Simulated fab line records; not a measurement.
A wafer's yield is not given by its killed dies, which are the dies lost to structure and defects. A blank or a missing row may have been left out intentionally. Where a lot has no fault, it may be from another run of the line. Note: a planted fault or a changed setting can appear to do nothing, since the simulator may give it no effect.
A lot that was struck, set against a sound lot / flow gf180mcu / 26 steps out of a route of 602
Sound: the wafers L569.1, L569.2, L569.6. Struck: wafer L579.2 (left out: L579.4, L579.6 of the same lot, which were not struck); the cause appears at the end.
At each step with rows: each side's tool, then ch and its chambers, then its first start. Under that, the readings that differ: sound wafers / struck wafers / difference of the means / sigmas: that difference in standard deviations of wafers without a fault.
alike: a reading whose means differ by less than 2 such deviations, as well as words and numbers matching on both sides. not compared: withheld readings; readings where some wafer has no value; bounds like >300 that might hide an equal value; numbers whose values overlap and for which the record gives no deviation.
A row with sigmas, a row that says differs or no value, or rows on one side alone: a step with any of these is where the two part. Numbers that have no deviation but don't overlap get no sigmas and don't part them. Lack of a reading on every wafer of one side parts them only where that side has two or more wafers.

first, 6 steps without rows for these wafers: GF_TOP_METAL_HMDS_08 (prime time 60 s); GF_TOP_METAL_COAT_09 (resist thk 1500 nm); GF_TOP_METAL_SOFTBAKE_10 (time 60 s); GF_TOP_METAL_EXPOSE_11 (exposes mask MetalTop, target cd 440 nm); GF_TOP_METAL_PEB_12; GF_TOP_METAL_DEVELOP_13 (develop time 60 s).
GF_TOP_METAL_CD_MEAS_14 targets a cd of 440 nm.
  sound: cd-sem-01 at day 29 20:34; struck: cd-sem-01 at day 32 20:20
  alike: cd-nm
GF_TOP_METAL_OVL_MEAS_15:
  sound: overlay-01 at day 29 20:41; struck: overlay-02 at day 32 20:26
reading=TOP_METAL_OVL (nm); sound=1.6 2.4 1.2; struck=-1.3; difference=-3.0; sigmas=-2
GF_TOP_METAL_METAL_ETCH_16: etches the open film in Cl2/BCl3, stops on SiO2, target depth 1077.5 nm, time 179.6 s.
  sound on rie-metal-03 ch 0,1, day 29 20:43; struck on rie-metal-01 ch 0, day 32 20:28
reading=he-backside-leak-sccm (sccm); sound=3.09 3.27 3.16; struck=3.69; difference=+0.52; sigmas=+2
reading=throttle-valve-pct (%); sound=28.225 28.252 28.267; struck=28.270; difference=+0.022; sigmas=+2
  alike: drypump-motor-current-A, oes-product-au
  not compared: rf-hours-counter-h
GF_TOP_METAL_STRIP_17: strips in O2/N2.
  sound on plasma-asher-02 ch 0,1, day 29 20:53; struck on plasma-asher-03 ch 1, day 32 20:38
  alike: drypump-motor-current-A, heater-power-w, oes-product-au, strip-time-to-endpoint-s
  not compared: rf-hours-counter-h
then, 2 steps without rows for these wafers: GF_TOP_METAL_STRIP_18 (strips in post etch residue remover, time 1200 s); GF_TOP_METAL_CLEAN_19 (cleans in DIW).
GF_PASSIVATION_CVD_00: deposits SiO2 from TEOS, target thk 1000 nm, time 111.95 s.
  sound on pecvd-03 ch 0,2, day 29 21:25; struck on pecvd-03 ch 0, day 32 21:10
  alike: heater-power-w
  not compared: since-wet-clean-h
GF_PASSIVATION_THK_MEAS_01:
  sound: film-metro-01 at day 29 21:30; struck: film-metro-01 at day 32 21:16
reading=PASSIVATION_CVD_00_THK (nm); sound=996 992 1017; struck=888; difference=-114; sigmas=-9
GF_PASSIVATION_CVD_02: deposits Si3N4, target thk 700 nm, time 486.18 s.
  sound on pecvd-04 ch 0,2, day 29 21:34; struck on pecvd-02 ch 0, day 32 21:19
  alike: heater-power-w
  not compared: since-wet-clean-h
GF_PASSIVATION_THK_MEAS_03:
  sound: film-metro-01 at day 29 21:51; struck: film-metro-01 at day 32 21:37
  alike: PASSIVATION_CVD_02_THK
then, 7 steps without rows for these wafers: GF_PASSIVATION_DEHYDRATE_04 (time 60 s); GF_PASSIVATION_HMDS_05 (prime time 60 s); GF_PASSIVATION_COAT_06 (resist thk 4000 nm); GF_PASSIVATION_SOFTBAKE_07; GF_PASSIVATION_EXPOSE_08 (exposes mask Pad, target cd 40000 nm); GF_PASSIVATION_PEB_09; GF_PASSIVATION_DEVELOP_10 (develop time 60 s).
GF_PASSIVATION_ETCH_11: etches the open film in CF4/O2, stops on TiN, target depth 1800 nm, time 400 s.
  sound on rie-diel-02 ch 0,1,2, day 30 16:04; struck on rie-diel-03 ch 1, day 33 13:13
reading=oes-product-au (a.u.); sound=0.955 0.957 0.965; struck=0.939; difference=-0.020; sigmas=-3
  alike: drypump-motor-current-A, throttle-valve-pct
  not compared: rf-hours-counter-h
GF_PASSIVATION_STRIP_12: strips in O2/N2.
  sound on plasma-asher-04 ch 0,1, day 30 16:18; struck on plasma-asher-01 ch 0, day 33 13:34
reading=heater-power-w (W); sound=341 359 357; struck=287; difference=-65; sigmas=-3
reading=strip-time-to-endpoint-s (s); sound=35.10 35.16 35.12; struck=34.49; difference=-0.64; sigmas=-3
  alike: drypump-motor-current-A, oes-product-au
  not compared: rf-hours-counter-h
then, 1 step without rows for these wafers: GF_PASSIVATION_PROBE_99.

== WHERE THEY PART ==
First at GF_TOP_METAL_OVL_MEAS_15; last, within this record, at GF_PASSIVATION_STRIP_12.

WHY: what the simulator had put in
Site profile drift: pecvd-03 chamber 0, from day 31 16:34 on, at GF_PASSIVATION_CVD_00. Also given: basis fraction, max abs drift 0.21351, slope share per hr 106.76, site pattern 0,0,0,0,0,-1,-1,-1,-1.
